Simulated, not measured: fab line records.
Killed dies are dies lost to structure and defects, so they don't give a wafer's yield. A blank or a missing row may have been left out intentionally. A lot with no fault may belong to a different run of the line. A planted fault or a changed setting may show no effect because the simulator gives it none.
fab line records	flow gf180mcu
record lots=24	wafers=72	last_day=34
route steps=602 shown V2@383 M3@414 V3@433 V4@491
lots untouched by any fault: they come from a run of this same line in which no faults occurred
start_h: the number of hours between the record's first day and the start of the first shown wafer of the lot	wait_h: hours elapsed since this lot's preceding step	" the same as in the row above	L1.1+2: one row covering several wafers at once	- no value, or no start was given	* or withheld: withheld	< > ~ a bound
route shown NAME@n: NAME is a module with steps in the file, n the number in the route of the first one	usual: mean/standard deviation taken from wafers without a fault	same: alike in all rows	chamber/n: place in a boat	sites: per-site readings	_std_site: their standard deviation	_edge_site: the outer-site mean with the inner-site mean subtracted	radius_mm: how far each site lies from the wafer's centre	mask NAME#n: copy n	behind: the tool/chamber that last shaped the wafer	hold: what put the lot on hold/how long, in hours/how the hold closed	device: which transistor (n, p or np) failed to switch	end of line: the same wafers' tests at the end of the route	a step with no rows: only its recipe	killed: count of dies lost to structure and defects at first sort (not the wafer's yield)	map: a wafer's dies, x killed, . not, _ none there
set.NAME: the setting the step ran with; set.NAME@STEP: the setting that earlier step ran with	model.NAME: the simulator's own value behind a step, which no gauge read
route steps across a sampled set of lots; one table per step, one row per wafer
services: when a tool's chamber went out of use (start_h, in hours from the record's first day, below 0 if earlier), for how many hours, and the reason
## steps
# step GF_V2_THK_MEAS_01
# recipe reads=SiO2_of_V2_CVD_00
# usual V2_CVD_00_THK=602/5.9
lot.wafer	tool	chamber	start_h	wait_h	V2_CVD_00_THK[nm]
L074.2	film_metro-04	-	438.16	0.0	601
L074.3	"	-	"	"	606
L074.5	"	-	"	"	604
L075.2	film_metro-04	-	448.88	0.0	609
L075.3	"	-	"	"	604
L075.6	"	-	"	"	607
L076.1	film_metro-04	-	458.24	0.0	599
L076.3	"	-	"	"	600
L076.5	"	-	"	"	599
L078.1	film_metro-04	-	474.11	0.0	595
L078.3	"	-	"	"	601
L078.6	"	-	"	"	602
L077.1	film_metro-04	-	476.61	0.0	604
L077.2	"	-	"	"	597
L077.6	"	-	"	"	605
L079.3	film_metro-03	-	478.23	0.1	605
L079.4	"	-	"	"	601
L079.6	"	-	"	"	606
L080.1	film_metro-03	-	493.13	0.0	603
L080.2	"	-	"	"	601
L080.6	"	-	"	"	600
L081.1	film_metro-03	-	499.87	0.0	604
L081.3	"	-	"	"	598
L081.4	"	-	"	"	595
L082.2	film_metro-03	-	513.41	0.0	603
L082.4	"	-	"	"	612
L082.6	"	-	"	"	603
L083.3	film_metro-04	-	520.13	0.1	594
L083.5	"	-	"	"	611
L083.6	"	-	"	"	599
L084.1	film_metro-03	-	526.76	0.0	608
L084.2	"	-	"	"	602
L084.6	"	-	"	"	596
L085.3	film_metro-04	-	541.06	0.1	609
L085.5	"	-	"	"	600
L085.6	"	-	"	"	609
L086.2	film_metro-03	-	547.66	0.0	604
L086.5	"	-	"	"	614
L086.6	"	-	"	"	601
L087.1	film_metro-02	-	563.42	0.0	604
L087.4	"	-	"	"	599
L087.6	"	-	"	"	605
L088.2	film_metro-04	-	564.53	0.0	590
L088.4	"	-	"	"	590
L088.5	"	-	"	"	594
L089.1	film_metro-04	-	570.83	0.0	607
L089.2	"	-	"	"	600
L089.4	"	-	"	"	615
L090.3	film_metro-03	-	576.07	0.1	605
L090.4	"	-	"	"	608
L090.6	"	-	"	"	609
L091.1	film_metro-03	-	582.86	0.0	599
L091.2	"	-	"	"	598
L091.3	"	-	"	"	594
L092.2	film_metro-04	-	590.68	0.0	603
L092.4	"	-	"	"	599
L092.6	"	-	"	"	589
L093.2	film_metro-03	-	595.65	0.0	609
L093.5	"	-	"	"	601
L093.6	"	-	"	"	601
L094.1	film_metro-03	-	605.40	0.0	606
L094.5	"	-	"	"	613
L094.6	"	-	"	"	612
L095.1	film_metro-02	-	614.62	0.0	599
L095.2	"	-	"	"	594
L095.4	"	-	"	"	592
L096.1	film_metro-02	-	622.51	0.0	590
L096.3	"	-	"	"	596
L096.6	"	-	"	"	595
L097.2	film_metro-02	-	631.30	0.0	596
L097.3	"	-	"	"	599
L097.4	"	-	"	"	599
# step GF_V2_SPUTTER_22
# recipe material=TiN	target_thk_nm=10	chamber_pressure_pa=5	power_w=4000	time_s=40
# usual throttle_valve_pct=30.3/1.1
lot.wafer	tool	chamber	start_h	wait_h	throttle_valve_pct
L074.2	pvd_sputter-03	-	463.74	0.0	30.8
L074.3	"	-	"	"	31.3
L074.5	"	-	"	"	28.4
L075.2	pvd_sputter-03	-	475.08	0.0	31.2
L075.3	"	-	"	"	28.5
L075.6	"	-	"	"	31.5
L076.1	pvd_sputter-03	-	483.83	0.0	31.6
L076.3	"	-	"	"	30.8
L076.5	"	-	"	"	28.7
L078.1	pvd_sputter-04	-	499.23	0.0	29.0
L078.3	"	-	"	"	30.3
L078.6	"	-	"	"	28.9
L077.1	pvd_sputter-03	-	501.59	0.0	30.6
L077.2	"	-	"	"	31.2
L077.6	"	-	"	"	28.4
L079.3	pvd_sputter-01	-	502.63	0.0	31.8
L079.4	"	-	"	"	30.6
L079.6	"	-	"	"	30.7
L080.1	pvd_sputter-01	-	518.54	0.0	30.5
L080.2	"	-	"	"	30.6
L080.6	"	-	"	"	30.2
L081.1	pvd_sputter-03	-	524.77	0.0	30.7
L081.3	"	-	"	"	29.6
L081.4	"	-	"	"	28.7
L082.2	pvd_sputter-04	-	537.40	0.0	31.2
L082.4	"	-	"	"	28.6
L082.6	"	-	"	"	31.7
L083.3	pvd_sputter-03	-	544.43	0.0	28.4
L083.5	"	-	"	"	31.4
L083.6	"	-	"	"	28.2
L084.1	pvd_sputter-03	-	550.66	0.0	30.9
L084.2	"	-	"	"	31.4
L084.6	"	-	"	"	28.5
L085.3	pvd_sputter-01	-	564.60	0.0	30.8
L085.5	"	-	"	"	30.5
L085.6	"	-	"	"	30.8
L086.2	pvd_sputter-03	-	571.58	0.0	30.5
L086.5	"	-	"	"	31.2
L086.6	"	-	"	"	30.6
L087.1	pvd_sputter-03	-	586.07	0.0	28.7
L087.4	"	-	"	"	30.5
L087.6	"	-	"	"	31.0
L088.2	pvd_sputter-04	-	588.14	0.0	31.5
L088.4	"	-	"	"	30.1
L088.5	"	-	"	"	31.8
L089.1	pvd_sputter-03	-	593.24	0.0	30.6
L089.2	"	-	"	"	29.9
L089.4	"	-	"	"	31.2
L090.3	pvd_sputter-03	-	598.99	0.0	28.6
L090.4	"	-	"	"	31.4
L090.6	"	-	"	"	29.5
L091.1	pvd_sputter-03	-	605.76	0.0	28.6
L091.2	"	-	"	"	29.6
L091.3	"	-	"	"	31.3
L092.2	pvd_sputter-01	-	612.59	0.0	31.5
L092.4	"	-	"	"	30.8
L092.6	"	-	"	"	30.1
L093.2	pvd_sputter-04	-	618.26	0.0	30.2
L093.5	"	-	"	"	28.6
L093.6	"	-	"	"	32.0
L094.1	pvd_sputter-03	-	627.01	0.0	29.7
L094.5	"	-	"	"	31.4
L094.6	"	-	"	"	30.4
L095.1	pvd_sputter-04	-	636.70	0.0	31.6
L095.2	"	-	"	"	31.5
L095.4	"	-	"	"	28.8
L096.1	pvd_sputter-04	-	643.86	0.0	31.8
L096.3	"	-	"	"	30.2
L096.6	"	-	"	"	28.8
L097.2	pvd_sputter-04	-	652.90	0.0	31.5
L097.3	"	-	"	"	28.7
L097.4	"	-	"	"	30.0
# step GF_M3_RS_MEAS_05
# recipe thk_meas_gauge=four-point-probe	reads=TiN_of_M3_SPUTTER_04+Ti_of_M3_SPUTTER_03+AlCu_of_M3_SPUTTER_02+TiN_of_M3_SPUTTER_01+Ti_of_M3_SPUTTER_00
# usual M3_ALCU_RS=0.0694/0.00072
lot.wafer	tool	chamber	start_h	wait_h	M3_ALCU_RS[ohm/sq]
L074.2	film_metro-03	-	464.61	0.0	0.0692
L074.3	"	-	"	"	0.0695
L074.5	"	-	"	"	0.0699
L075.2	film_metro-03	-	475.95	0.0	0.0683
L075.3	"	-	"	"	0.0694
L075.6	"	-	"	"	0.0697
L076.1	film_metro-01	-	484.68	0.0	0.0698
L076.3	"	-	"	"	0.0694
L076.5	"	-	"	"	0.0693
L078.1	film_metro-01	-	500.08	0.0	0.0690
L078.3	"	-	"	"	0.0689
L078.6	"	-	"	"	0.0696
L077.1	film_metro-03	-	502.44	0.0	0.0702
L077.2	"	-	"	"	0.0703
L077.6	"	-	"	"	0.0698
L079.3	film_metro-03	-	503.52	0.1	0.0699
L079.4	"	-	"	"	0.0708
L079.6	"	-	"	"	0.0704
L080.1	film_metro-02	-	519.39	0.0	0.0695
L080.2	"	-	"	"	0.0695
L080.6	"	-	"	"	0.0692
L081.1	film_metro-02	-	525.84	0.0	0.0685
L081.3	"	-	"	"	0.0692
L081.4	"	-	"	"	0.0695
L082.2	film_metro-03	-	538.28	0.0	0.0695
L082.4	"	-	"	"	0.0687
L082.6	"	-	"	"	0.0686
L083.3	film_metro-02	-	545.32	0.1	0.0694
L083.5	"	-	"	"	0.0693
L083.6	"	-	"	"	0.0690
L084.1	film_metro-02	-	551.51	0.0	0.0678
L084.2	"	-	"	"	0.0684
L084.6	"	-	"	"	0.0675
L085.3	film_metro-02	-	565.50	0.1	0.0701
L085.5	"	-	"	"	0.0701
L085.6	"	-	"	"	0.0701
L086.2	film_metro-01	-	572.45	0.0	0.0703
L086.5	"	-	"	"	0.0709
L086.6	"	-	"	"	0.0707
L087.1	film_metro-01	-	586.92	0.0	0.0697
L087.4	"	-	"	"	0.0702
L087.6	"	-	"	"	0.0704
L088.2	film_metro-01	-	589.04	0.0	0.0697
L088.4	"	-	"	"	0.0694
L088.5	"	-	"	"	0.0685
L089.1	film_metro-01	-	594.09	0.0	0.0698
L089.2	"	-	"	"	0.0690
L089.4	"	-	"	"	0.0688
L090.3	film_metro-02	-	599.88	0.1	0.0689
L090.4	"	-	"	"	0.0696
L090.6	"	-	"	"	0.0689
L091.1	film_metro-02	-	606.61	0.0	0.0684
L091.2	"	-	"	"	0.0693
L091.3	"	-	"	"	0.0687
L092.2	film_metro-02	-	613.46	0.0	0.0697
L092.4	"	-	"	"	0.0694
L092.6	"	-	"	"	0.0696
L093.2	film_metro-01	-	619.13	0.0	0.0692
L093.5	"	-	"	"	0.0695
L093.6	"	-	"	"	0.0701
L094.1	film_metro-02	-	627.86	0.0	0.0690
L094.5	"	-	"	"	0.0683
L094.6	"	-	"	"	0.0695
L095.1	film_metro-01	-	637.55	0.0	0.0691
L095.2	"	-	"	"	0.0686
L095.4	"	-	"	"	0.0694
L096.1	film_metro-03	-	644.71	0.0	0.0701
L096.3	"	-	"	"	0.0708
L096.6	"	-	"	"	0.0709
L097.2	film_metro-03	-	653.77	0.0	0.0692
L097.3	"	-	"	"	0.0692
L097.4	"	-	"	"	0.0692
# step GF_M3_CD_MEAS_14
# recipe target_cd_nm=280
# usual cd_nm=279.6/0.98
lot.wafer	tool	chamber	start_h	wait_h	cd_nm
L074.2	cd_sem-02	-	488.69	0.1	279.3
L074.3	"	-	"	"	280.8
L074.5	"	-	"	"	279.4
L075.2	cd_sem-01	-	499.14	0.1	279.5
L075.3	"	-	"	"	279.6
L075.6	"	-	"	"	280.3
L076.1	cd_sem-01	-	508.16	0.1	279.1
L076.3	"	-	"	"	279.1
L076.5	"	-	"	"	279.3
L078.1	cd_sem-01	-	523.57	0.1	280.5
L078.3	"	-	"	"	280.0
L078.6	"	-	"	"	280.5
L077.1	cd_sem-02	-	525.12	0.2	280.0
L077.2	"	-	"	"	279.3
L077.6	"	-	"	"	280.1
L079.3	cd_sem-02	-	526.20	0.1	279.9
L079.4	"	-	"	"	279.8
L079.6	"	-	"	"	279.6
L080.1	cd_sem-02	-	542.03	0.1	280.8
L080.2	"	-	"	"	279.4
L080.6	"	-	"	"	280.4
L081.1	cd_sem-02	-	548.47	0.1	280.5
L081.3	"	-	"	"	280.1
L081.4	"	-	"	"	280.9
L082.2	cd_sem-01	-	560.79	0.1	279.0
L082.4	"	-	"	"	278.5
L082.6	"	-	"	"	279.1
L083.3	cd_sem-01	-	567.62	0.1	279.5
L083.5	"	-	"	"	279.4
L083.6	"	-	"	"	280.0
L084.1	cd_sem-01	-	573.17	0.1	279.8
L084.2	"	-	"	"	279.5
L084.6	"	-	"	"	280.0
L085.3	cd_sem-02	-	587.36	0.1	278.4
L085.5	"	-	"	"	278.2
L085.6	"	-	"	"	277.7
L086.2	cd_sem-01	-	593.45	0.1	281.6
L086.5	"	-	"	"	279.7
L086.6	"	-	"	"	280.1
L087.1	cd_sem-01	-	607.87	0.1	277.7
L087.4	"	-	"	"	278.8
L087.6	"	-	"	"	278.3
L088.2	cd_sem-01	-	610.63	0.1	280.7
L088.4	"	-	"	"	280.2
L088.5	"	-	"	"	280.0
L089.1	cd_sem-01	-	614.77	0.1	278.5
L089.2	"	-	"	"	278.3
L089.4	"	-	"	"	277.7
L090.3	cd_sem-01	-	621.15	0.1	278.3
L090.4	"	-	"	"	278.2
L090.6	"	-	"	"	278.6
L091.1	cd_sem-01	-	626.83	0.1	278.9
L091.2	"	-	"	"	279.9
L091.3	"	-	"	"	279.2
L092.2	cd_sem-02	-	633.85	0.1	279.6
L092.4	"	-	"	"	280.5
L092.6	"	-	"	"	280.2
L093.2	cd_sem-01	-	639.49	0.1	280.1
L093.5	"	-	"	"	279.1
L093.6	"	-	"	"	280.3
L094.1	cd_sem-02	-	648.48	0.1	278.8
L094.5	"	-	"	"	279.6
L094.6	"	-	"	"	279.5
L095.1	cd_sem-01	-	657.42	0.1	279.3
L095.2	"	-	"	"	279.4
L095.4	"	-	"	"	278.8
L096.1	cd_sem-01	-	664.07	0.1	280.9
L096.3	"	-	"	"	280.9
L096.6	"	-	"	"	280.2
L097.2	cd_sem-01	-	671.85	0.1	280.3
L097.3	"	-	"	"	280.1
L097.4	"	-	"	"	279.9
# step GF_V3_CMP_04
# recipe material=SiO2	down_force_psi=4	platen_rpm=60	pad_velocity_m_s=0.94248
# usual motor_current_A=12.2/1.2	time_to_endpoint_s=81/6.3
lot.wafer	tool	chamber	start_h	wait_h	motor_current_A	time_to_endpoint_s
L074.2	cmp-01	0	489.78	0.0	13.8	87
L074.3	"	1	"	"	13.9	79
L074.5	"	1	"	"	12.8	90
L075.3	cmp-01	0	500.22	0.0	13.1	83
L075.2	"	3	"	"	12.2	84
L075.6	"	1	"	"	13.7	91
L076.3	cmp-01	1	509.27	0.0	13.0	75
L076.1	"	3	"	"	12.2	81
L076.5	"	1	"	"	13.0	87
L078.1	cmp-01	3	525.12	0.1	12.1	88
L078.3	"	0	"	"	13.6	88
L078.6	"	2	"	"	11.7	92
L077.1	cmp-01	1	526.33	0.2	14.1	83
L077.2	"	2	"	"	11.7	92
L077.6	"	1	"	"	13.3	90
L079.4	cmp-01	0	527.56	0.0	12.8	91
L079.3	"	1	"	"	13.5	85
L079.6	"	0	"	"	12.6	88
L080.1	cmp-01	2	543.54	0.1	11.2	83
L080.2	"	3	"	"	11.8	79
L080.6	"	0	"	"	12.8	82
L081.4	cmp-02	2	549.68	0.0	13.4	81
L081.1	"	0	"	"	11.3	71
L081.3	"	1	"	"	10.5	79
L082.2	cmp-01	1	561.89	0.1	13.6	76
L082.4	"	2	"	"	11.4	81
L082.6	"	0	"	"	13.0	76
L083.3	cmp-01	2	568.81	0.1	11.1	83
L083.6	"	1	"	"	13.4	89
L083.5	"	2	"	"	11.0	91
L084.1	cmp-02	1	574.72	0.4	9.9	72
L084.2	"	2	"	"	13.3	76
L084.6	"	1	"	"	9.9	80
L085.3	cmp-01	0	588.54	0.2	12.3	74
L085.5	"	1	"	"	13.2	91
L085.6	"	2	"	"	10.4	81
L086.2	cmp-02	1	594.59	0.1	9.9	81
L086.6	"	3	"	"	13.4	78
L086.5	"	0	"	"	11.3	75
L087.4	cmp-02	0	608.94	0.0	11.5	84
L087.1	"	2	"	"	13.5	84
L087.6	"	1	"	"	9.4	96
L088.2	cmp-02	0	611.67	0.0	11.3	79
L088.4	"	2	"	"	13.4	80
L088.5	"	0	"	"	11.2	79
L089.1	cmp-02	0	615.98	0.1	11.9	79
L089.2	"	1	"	"	10.1	88
L089.4	"	2	"	"	13.9	90
L090.3	cmp-01	2	622.36	0.1	11.3	77
L090.4	"	3	"	"	12.6	77
L090.6	"	1	"	"	13.5	79
L091.2	cmp-02	3	627.89	0.0	13.0	77
L091.3	"	1	"	"	9.8	79
L091.1	"	2	"	"	13.6	78
L092.4	cmp-01	1	634.94	0.1	12.8	79
L092.2	"	3	"	"	12.2	70
L092.6	"	0	"	"	12.9	72
L093.2	cmp-02	1	640.65	0.0	9.9	79
L093.6	"	1	"	"	10.1	80
L093.5	"	2	"	"	13.3	80
L094.1	cmp-02	1	649.70	0.1	10.4	85
L094.5	"	0	"	"	12.5	87
L094.6	"	1	"	"	9.7	88
L095.2	cmp-02	3	658.59	0.0	13.1	70
L095.1	"	1	"	"	10.2	71
L095.4	"	2	"	"	12.9	81
L096.1	cmp-01	2	665.19	0.1	11.5	73
L096.3	"	3	"	"	12.0	72
L096.6	"	2	"	"	11.2	80
L097.2	cmp-02	3	672.89	0.0	12.9	70
L097.3	"	0	"	"	11.2	65
L097.4	"	2	"	"	13.4	76
# step GF_V4_OVL_MEAS_15
# usual V4_OVL=2/5
lot.wafer	tool	chamber	start_h	wait_h	V4_OVL[nm]
L074.2	overlay-02	-	561.25	0.1	-4
L074.3	"	-	"	"	-1
L074.5	"	-	"	"	9
L075.2	overlay-02	-	572.57	0.1	6
L075.3	"	-	"	"	0
L075.6	"	-	"	"	-5
L076.1	overlay-02	-	579.77	0.1	0
L076.3	"	-	"	"	11
L076.5	"	-	"	"	8
L078.1	overlay-02	-	593.88	0.1	-3
L078.3	"	-	"	"	1
L078.6	"	-	"	"	6
L077.1	overlay-01	-	595.87	0.1	3
L077.2	"	-	"	"	4
L077.6	"	-	"	"	6
L079.3	overlay-02	-	596.99	0.1	-3
L079.4	"	-	"	"	-2
L079.6	"	-	"	"	0
L080.1	overlay-01	-	611.39	0.1	2
L080.2	"	-	"	"	-4
L080.6	"	-	"	"	-2
L081.1	overlay-01	-	617.43	0.1	10
L081.3	"	-	"	"	9
L081.4	"	-	"	"	5
L082.2	overlay-01	-	628.85	0.1	-2
L082.4	"	-	"	"	-8
L082.6	"	-	"	"	2
L083.3	overlay-01	-	635.61	0.1	0
L083.5	"	-	"	"	-1
L083.6	"	-	"	"	-5
L084.1	overlay-01	-	641.23	0.1	3
L084.2	"	-	"	"	-5
L084.6	"	-	"	"	6
L085.3	overlay-01	-	653.48	0.1	7
L085.5	"	-	"	"	12
L085.6	"	-	"	"	6
L086.2	overlay-02	-	658.98	0.1	2
L086.5	"	-	"	"	-5
L086.6	"	-	"	"	3
L087.1	overlay-02	-	672.47	0.1	7
L087.4	"	-	"	"	14
L087.6	"	-	"	"	4
L088.2	overlay-02	-	675.65	0.1	7
L088.4	"	-	"	"	-5
L088.5	"	-	"	"	-1
L089.1	overlay-01	-	679.17	0.1	-3
L089.2	"	-	"	"	1
L089.4	"	-	"	"	-6
L090.3	overlay-01	-	685.03	0.1	6
L090.4	"	-	"	"	-4
L090.6	"	-	"	"	10
L091.1	overlay-01	-	690.28	0.1	7
L091.2	"	-	"	"	0
L091.3	"	-	"	"	6
L092.2	overlay-01	-	696.78	0.1	-1
L092.4	"	-	"	"	-3
L092.6	"	-	"	"	-2
L093.2	overlay-01	-	702.40	0.1	11
L093.5	"	-	"	"	1
L093.6	"	-	"	"	4
L094.1	overlay-01	-	709.64	0.1	3
L094.5	"	-	"	"	7
L094.6	"	-	"	"	8
L095.1	overlay-01	-	718.12	0.1	11
L095.2	"	-	"	"	5
L095.4	"	-	"	"	5
L096.1	overlay-01	-	723.97	0.1	7
L096.3	"	-	"	"	6
L096.6	"	-	"	"	7
L097.2	overlay-01	-	732.18	0.1	-5
L097.3	"	-	"	"	-3
L097.4	"	-	"	"	-3
## services
tool	chamber	start_h	hours	kind
cmp-01	-	447.14	1.3	repair
pvd_sputter-01	-	461.41	0.5	repair
cmp-01	-	520.70	0.4	repair
cmp-02	-	525.08	3.2	repair
pvd_sputter-04	-	546.64	8.8	repair
pvd_sputter-03	-	566.60	1.1	repair
cmp-01	-	572.21	4.0	pm
cmp-01	-	576.21	-	consumable_replace:conditioner
cmp-01	-	576.21	-	consumable_replace:pad
pvd_sputter-04	0	581.38	-	consumable_replace:kit
pvd_sputter-04	0	581.38	18.0	scheduled_down
pvd_sputter-04	0	581.38	18.0	vent_cycle
cmp-02	-	591.07	0.6	repair
cmp-01	-	608.49	7.0	pm
pvd_sputter-03	-	609.95	7.4	repair
pvd_sputter-03	-	614.79	6.3	repair
pvd_sputter-03	-	659.16	2.1	repair
## key
fault none
